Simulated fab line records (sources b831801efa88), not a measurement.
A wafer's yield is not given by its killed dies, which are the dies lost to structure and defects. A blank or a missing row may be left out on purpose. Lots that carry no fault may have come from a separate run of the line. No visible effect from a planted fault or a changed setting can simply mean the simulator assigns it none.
Comparing a struck lot with a sound one ; flow sky130 ; 17 steps out of a route of 708
Sound: wafers L199.1, L199.3, L199.5. Wafers struck: L213.3, L213.5, L213.6. Last of all comes the cause.
Order at every step that has rows: each side's tool, ch and its chambers, its first start. Under that, the readings that differ: sound wafers ; struck wafers ; difference of the means ; sigmas: that difference in standard deviations of wafers without a fault.
alike: same words and numbers on both sides, and readings whose means sit less than 2 such deviations apart. not compared: any withheld reading, any reading some wafer has no value for, any bound like >300 that may hide the same value, and any number with overlapping values for which the record gives no deviation.
A row with sigmas, a row that says differs or no value, or rows on one side alone: a step with any of these is where the two part. Non-overlapping numbers with no deviation appear without sigmas and do not part them. A reading that every wafer of one side lacks parts them only if that side has two wafers or more.

first, 1 step without rows for these wafers: SKY_VT_ADJUST_LVTN_IMPLANT_19.
SKY_VT_ADJUST_LVTN_STRIP_20: strips in O2/N2.
  sound on plasma-asher-01 ch 0,1, day 9 01:19; struck on plasma-asher-02 ch 0,1, day 13 02:27
  alike: drypump-motor-current-A, oes-product-au, strip-time-to-endpoint-s
  not compared: rf-hours-counter-h
SKY_VT_ADJUST_LVTN_TW_MEAS_21:
  sound on film-metro-02, day 9 01:25; struck on film-metro-03, day 13 02:32
  alike: VT_ADJUST_LVTN_2_TW
then, 7 steps without rows for these wafers: SKY_VT_ADJUST_NCORE_DEHYDRATE_00 (time 60 s); SKY_VT_ADJUST_NCORE_HMDS_01 (prime time 60 s); SKY_VT_ADJUST_NCORE_COAT_02 (resist thk 1140 nm); SKY_VT_ADJUST_NCORE_SOFTBAKE_03 (time 60 s); SKY_VT_ADJUST_NCORE_EXPOSE_04 (exposes mask LVTN COMPLEMENT THIN, target cd 380 nm); SKY_VT_ADJUST_NCORE_PEB_05; SKY_VT_ADJUST_NCORE_DEVELOP_06 (develop time 60 s).
SKY_VT_ADJUST_NCORE_CD_MEAS_07 targets a cd of 380 nm.
  sound on cd-sem-02, day 9 23:44; struck on cd-sem-02, day 14 04:01
  alike: cd-nm
SKY_VT_ADJUST_NCORE_OVL_MEAS_08:
  sound on overlay-02, day 9 23:51; struck on overlay-01, day 14 04:07
reading;sound;struck;difference;sigmas
VT_ADJUST_NCORE_OVL (nm);0.7 2.6 1.0;-2.1 -0.8 -1.4;-2.9;-2
SKY_VT_ADJUST_NCORE_IMPLANT_09:
  sound on implanter-04 ch 0, day 9 23:53; struck on implanter-04 ch 0, day 14 04:11
reading;sound;struck;difference;sigmas
beam-energy-keV;9.999 10.003 10.001;12.307 12.295 12.301;+2.300;+99 or more
model.implant.rp-nm (nm);33.53 33.53 33.53;39.39 39.39 39.39;+5.86;
model.implant.drp-nm (nm);17.11 17.11 17.11;19.85 19.85 19.85;+2.74;
  alike: end-station-pressure-torr
SKY_VT_ADJUST_NCORE_STRIP_10: strips in O2/N2.
  sound on plasma-asher-02 ch 0,1, day 10 00:02; struck on plasma-asher-01 ch 0,1, day 14 04:19
  alike: drypump-motor-current-A, oes-product-au, strip-time-to-endpoint-s
  not compared: rf-hours-counter-h
SKY_VT_ADJUST_NCORE_TW_MEAS_11:
  sound on film-metro-01, day 10 00:08; struck on film-metro-03, day 14 04:24
reading;sound;struck;difference;sigmas
VT_ADJUST_NCORE_TW;218.3 219.4 220.2;229.4 229.3 228.5;+9.8;+4
then, 1 step without rows for these wafers: SKY_VT_ADJUST_HVTR_DEHYDRATE_00 (time 60 s).
-- a jump in the record: the struck wafers' starts before and after are 36 days apart (it breaks off in module VT_ADJUST_HVTR and resumes in module PAD_OPEN, where the first step shown is number 708 of the route) --
SKY_PAD_OPEN_PROBE_99:
  sound on prober-02, day 47 05:33; struck on prober-02, day 50 05:35
reading;sound;struck;difference;sigmas
model.etest.res-pwell-under-gate.rs-ohm-sq;2288 2281 2272;2248 2253 2235;-35;
model.etest.pfet_16v.vt-v (V);-1.077 -1.085 -1.09;-1.072 -1.069 -1.075;+0.012;
model.etest.pfet-g5v0d10v5.vt-long-v (V);-0.9141 -0.9178 -0.9197;-0.9043 -0.9055 -0.9116;+0.0101;
  alike: killed_at_M0_to_M3, killed_at_M4_up, killed-at-contacts, killed-at-front-end, killed-at-other, killed-dies, killed-open, killed-short
  not compared: model.etest.nfet_16v.r-on-ohm-um, model.etest.pfet-g5v0d10v5.off-log10-a-um, model.etest.pfet-g5v0d10v5.vt-sat-v, model.etest.pfet-g5v0d10v5.vt-v, model.etest.nfet-g5v0d10v5.body-rise-v

## WHERE THEY PART
Earliest at SKY_VT_ADJUST_NCORE_OVL_MEAS_08; latest, in this record, at SKY_VT_ADJUST_NCORE_TW_MEAS_11. Later steps at which nothing parts them and some readings are alike: SKY_PAD_OPEN_PROBE_99.

WHY: the cause the simulator had injected
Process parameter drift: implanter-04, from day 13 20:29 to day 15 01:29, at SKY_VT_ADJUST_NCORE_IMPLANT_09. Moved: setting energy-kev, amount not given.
